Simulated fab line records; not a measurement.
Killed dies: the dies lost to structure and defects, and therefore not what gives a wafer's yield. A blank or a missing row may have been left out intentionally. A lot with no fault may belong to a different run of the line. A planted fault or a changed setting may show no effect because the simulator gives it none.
Split-lot experiment    flow gf180mcu    route with 602 steps; 5 lots, 23 wafers read

## THE SPLIT ITSELF
At GF_V5_CMP_04 (polishes SiO2), the setting leave above ref nm was moved away from the recipe's 855 nm on 7 of the 23 wafers read, by -3.5% to +1.9%. All remaining wafers had this setting at the recipe value.

Reading taken at the split's own step.

## THE READING
SiO2_of_V5_CVD_02.thk nm (the simulator's own value, which no gauge read), in nm, at GF_V5_CMP_04 (polishes SiO2). No usual value for it is given in the file. Here, 16 wafers ran the recipe; their average is 854.9 nm with a standard deviation of 0.92 nm.

wafer   tool, chamber at the split  leave above ref nm as run, nm  against the recipe  SiO2_of_V5_CVD_02.thk nm, nm  against lot-mates on the recipe
L074.1  cmp-02, 0                   855                            recipe              855.5                         -
L074.4  cmp-02, 1                   855                            recipe              855.6                         -
L074.3  cmp-02, 2                   871.6                          +1.9%               872.6                         +17.2
L074.5  cmp-02, 0                   871.6                          +1.9%               872.3                         +16.9
L074.6  cmp-02, 1                   855                            recipe              855.1                         -
L076.1  cmp-02, 0                   855                            recipe              854.8                         -
L076.4  cmp-02, 3                   855                            recipe              854.3                         -
L076.5  cmp-02, 0                   855                            recipe              854.7                         -
L080.1  cmp-01, 1,2                 855                            recipe              854.1                         -
L080.2  cmp-01, 1,2                 855                            recipe              854.1                         -
L080.4  cmp-01, 3                   831.1                          -2.8%               832.5                         -21.6
L080.5  cmp-01, 1                   831.1                          -2.8%               830.7                         -23.4
L080.6  cmp-01, 2                   831.1                          -2.8%               831                           -23.1
L083.4  cmp-02, 1                   855                            recipe              854.1                         -
L083.1  cmp-02, 2                   855                            recipe              853.6                         -
L083.2  cmp-02, 3                   855                            recipe              854.8                         -
L083.3  cmp-02, 0                   855                            recipe              854.6                         -
L083.6  cmp-02, 1                   855                            recipe              854.4                         -
L085.1  cmp-02, 3                   855                            recipe              856.6                         -
L085.2  cmp-02, 0                   824.8                          -3.5%               826.3                         -30.0
L085.4  cmp-02, 1                   824.8                          -3.5%               825.6                         -30.7
L085.5  cmp-02, 3                   855                            recipe              857.2                         -
L085.6  cmp-02, 0                   855                            recipe              855.1                         -
When a row names more than one chamber, that row covers several wafers, and the file does not tell which wafer ran in which chamber.

THE FIT
A straight line over all 23 wafers: SiO2_of_V5_CVD_02.thk nm changes by +8.44 nm for each +1% of leave above ref nm; r = +1.00; the points scatter about the line by 0.95 nm.
The same after taking each lot's own level away (the mean of its wafers on the recipe; 23 wafers): +8.45 nm for each +1%; r = +1.00; scatter 0.66 nm.
The reading moves by 30 nm for the largest change in leave above ref nm, on that fit.
From 854.10 to 856.30 nm: that is the span of the lots' own levels, equal to 2.4 times the standard deviation above.
Hence the lot-to-lot level has little effect on the slope; both slopes agree.
Check: for one of the wafers moved furthest among these (-3.5%), held out of the fit, the line's prediction against its lot-mates is -29.6 nm. Against them it came out at -30 nm.

## OTHER SPLITS APPLIED TO THESE WAFERS
Before the reading, these wafers also passed through other splits. Each is held against what the fit with the lots' levels taken away leaves over:
other split on the same wafers  wafers away from the commonest value  r with SiO2_of_V5_CVD_02.thk nm (lot level and that fit taken away)
GF_V4_CVD_00 sih4 flow sccm     12                                    +0.25
GF_MIM_SPUTTER_02 time s        9                                     +0.35
GF_MIM_COAT_14 resist thk nm    7                                     -0.40

## FILE'S OWN FIT
SiO2_of_V5_CVD_02.thk nm changes by +8.47 nm for each +1% of leave above ref nm, r = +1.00.
